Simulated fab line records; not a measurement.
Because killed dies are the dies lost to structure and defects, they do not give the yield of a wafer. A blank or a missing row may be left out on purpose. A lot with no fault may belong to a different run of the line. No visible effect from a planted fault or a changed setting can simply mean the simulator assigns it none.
A struck lot beside a sound one :: flow sky130 :: 16 steps out of a route of 708
Sound: these wafers, L716.1, L716.2, L716.4. The struck wafers were L722.1, L722.4, L722.6. The cause is given at the end.
Each step with rows lists, per side, the tool, then ch with its chambers, then its first start. Under that, the readings that differ: sound wafers :: struck wafers :: difference of the means :: sigmas: that difference in standard deviations of wafers without a fault.
alike: a reading whose means differ by less than 2 such deviations, as well as words and numbers matching on both sides. not compared: withheld readings; readings where some wafer has no value; bounds like >300 that might hide an equal value; numbers whose values overlap and for which the record gives no deviation.
A row with sigmas, a row that says differs or no value, or rows on one side alone: a step with any of these is where the two part. Numbers that have no deviation but don't overlap get no sigmas and don't part them. Lack of a reading on every wafer of one side parts them only where that side has two or more wafers.

first, 4 steps without rows for these wafers: SKY_FIELD_ISO_WET_ETCH_29 (etches Si3N4 in H3PO4, target depth 160 nm, time 1825 s); SKY_FIELD_ISO_WET_ETCH_30 (etches SiO2 in dHF, target depth 25 nm, time 50 s); SKY_NWELL_CLEAN_00 (cleans in SC1/SC2, time 150 s); SKY_NWELL_OXIDATION_01 (stabilise 600 s, purge 300 s, target thk 10 nm).
SKY_NWELL_THK_MEAS_02:
  struck on film-metro-04, day 4 18:19; sound on film-metro-03, day 3 10:11
  alike: NWELL_OXIDATION_THK
then, 7 steps without rows for these wafers: SKY_DNWELL_DEHYDRATE_00 (time 60 s); SKY_DNWELL_HMDS_01 (prime time 60 s); SKY_DNWELL_COAT_02 (resist thk 3000 nm); SKY_DNWELL_SOFTBAKE_03; SKY_DNWELL_EXPOSE_04 (exposes mask DNM, target cd 3000 nm); SKY_DNWELL_PEB_05; SKY_DNWELL_DEVELOP_06 (develop time 60 s).
SKY_DNWELL_IMPLANT_07:
  sound on implanter-04 ch 0, day 4 04:06; struck on implanter-04 ch 0, day 5 11:44
  not compared: implant-ion-amu
SKY_DNWELL_STRIP_08: strips in O2/N2.
  sound on plasma-asher-02 ch 0,1, day 4 04:15; struck on plasma-asher-02 ch 0,1, day 5 11:53
  alike: drypump-motor-current-A, oes-product-au, strip-time-to-endpoint-s
  not compared: rf-hours-counter-h
SKY_DNWELL_TW_MEAS_09:
  struck on film-metro-01, day 5 12:13; sound on film-metro-03, day 4 04:21
reading: DNWELL_TW
sound: 1111 1099 1115
struck: 2024 2023 2034
difference: +919
sigmas: +77
  not compared: hold
SKY_PAD_OPEN_PROBE_99:
  sound wafers here have rows in the record (prober-01, day 46 18:47); struck ones have none

WHERE THEY PART
At SKY_DNWELL_TW_MEAS_09 first; at SKY_PAD_OPEN_PROBE_99 last (within this record only).

WHY: the cause the simulator had injected
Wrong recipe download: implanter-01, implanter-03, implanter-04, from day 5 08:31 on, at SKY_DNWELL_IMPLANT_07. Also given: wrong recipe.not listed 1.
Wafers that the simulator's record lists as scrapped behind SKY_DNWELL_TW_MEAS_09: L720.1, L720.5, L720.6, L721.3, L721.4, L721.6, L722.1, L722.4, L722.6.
